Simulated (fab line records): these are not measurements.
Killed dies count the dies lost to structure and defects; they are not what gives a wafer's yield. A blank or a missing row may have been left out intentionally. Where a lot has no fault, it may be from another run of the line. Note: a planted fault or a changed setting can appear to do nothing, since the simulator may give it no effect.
Code-filled problem report in 8D (eight disciplines) form | flow sky130 | the parts of the form that need people (team, actions taken, sign-off) are left out

1. THE ISSUE
Mean POLY_GATE_TW at SKY_RES_PROTECT_TW_MEAS_08: 3734 over 6 wafers in 2 lots; fault-free wafers: 4002, standard deviation 23. That puts it -12 standard deviations away from the usual mean.
First seen on wafer L748.4, day 19 00:08, on film metro-01. Wafers with a number at this step in the record: 33, from 11 lots. The rule behind "out" and "out of limits": a value lying over 4 standard deviations away from the usual mean. The rest of the wafers with a number are treated as sound.

2. WHAT IT IS, AND WHAT IT ISN'T
question                    | is                           | is not
which readings at this step | POLY_GATE_TW                 | -
which lots                  | L748, L749                   | L738, L739, L741, L742, L754, L755, L757, L758, L761
which wafers of those lots  | all that have a number       | -
read on which gauges        | film metro-01, film metro-02 | film metro-04
when                        | from day 19 00:08            | up to then (12 sound wafers); but 15 sound wafers of L754, L755, L757, L758, L761 came after

3. THE SUSPECTS, EACH WITH WHAT RULES IT OUT
Counting: any tool at a process step up to the reading is kept as a suspect provided that every lot that is out went through it and no sound lot did after the first of them.
- ruled out: the gauge at SKY_RES_PROTECT_TW_MEAS_08. The wafers that are out were read on 2 gauges (film metro-01, film metro-02).
- rie diel-04 at SKY_SONOS_ONO_ETCH_15 (etches the open film in CHF3/O2, target depth 19.52 nm, time 7.8 s): ruled out as a lasting fault. Sound lots L754, L757, L761 ran on it after its first lot that is out, L748 (day 15 23:52).
- implanter-02 at SKY_POLY_GATE_IMPLANT_02: ruled out as a lasting fault. Sound lots L758, L761 ran on it after its first lot that is out, L748 (day 18 23:55).
Left after counting: nothing in the record.

4. THE CAUSE (what the simulator had put in)
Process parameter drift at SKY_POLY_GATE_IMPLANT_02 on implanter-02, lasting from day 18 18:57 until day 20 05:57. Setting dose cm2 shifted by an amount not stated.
The count ruled it out by mistake, since the rule takes a fault to strike every lot its tool runs from the start of the fault on, and this one did not do so.

5. THE CHAIN OF EFFECTS, in route order
Each row: a reading whose mean over the struck wafers that have a number lies more than 3 standard deviations from the usual. Readings are gone through only where the record gives a usual standard deviation; hours: the median, over the lots, of the time from a lot's start at the first step in this table giving one to that lot's start at this step; sigmas: the change measured in usual standard deviations.
hours | step                       | reading                   | usual         | on struck wafers | change     | sigmas
0     | SKY_POLY_GATE_IMPLANT_02   | beam on s                 | 36.1 s        | 16.2             | -19.9      | -10
0     | SKY_POLY_GATE_IMPLANT_02   | dose ions cm2             | 7.702e+15     | 3.290e+15        | -4.412e+15 | -99 or more
0     | SKY_POLY_GATE_IMPLANT_02   | end station pressure torr | 1.07e-05 Torr | 1.36e-05         | +2.85e-06  | +4.3
0     | SKY_RES_PROTECT_STRIP_07   | oes product au            | 0.516 a.u.    | 0.566            | +0.050     | +11
0     | SKY_RES_PROTECT_STRIP_07   | strip time to endpoint s  | 23.11 s       | 19.77            | -3.34      | -67
0     | SKY_RES_PROTECT_TW_MEAS_08 | POLY_GATE_TW              | 4002          | 3734             | -268       | -12
Here are the process steps it includes:
- SKY_POLY_GATE_IMPLANT_02
- SKY_RES_PROTECT_STRIP_07: strips in O2/N2.

6. HOW IT WOULD HAVE BEEN CAUGHT EARLIER
Counted from the fault's start at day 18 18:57, it took 5 hours until the first out-of-limits reading at a measuring or inspecting step in this record, taken at day 19 00:08.
Tool's own readings at SKY_POLY_GATE_IMPLANT_02, beam on s, dose ions cm2: out on all struck wafers the step has rows for; an alarm limit on them would have tripped on the first.
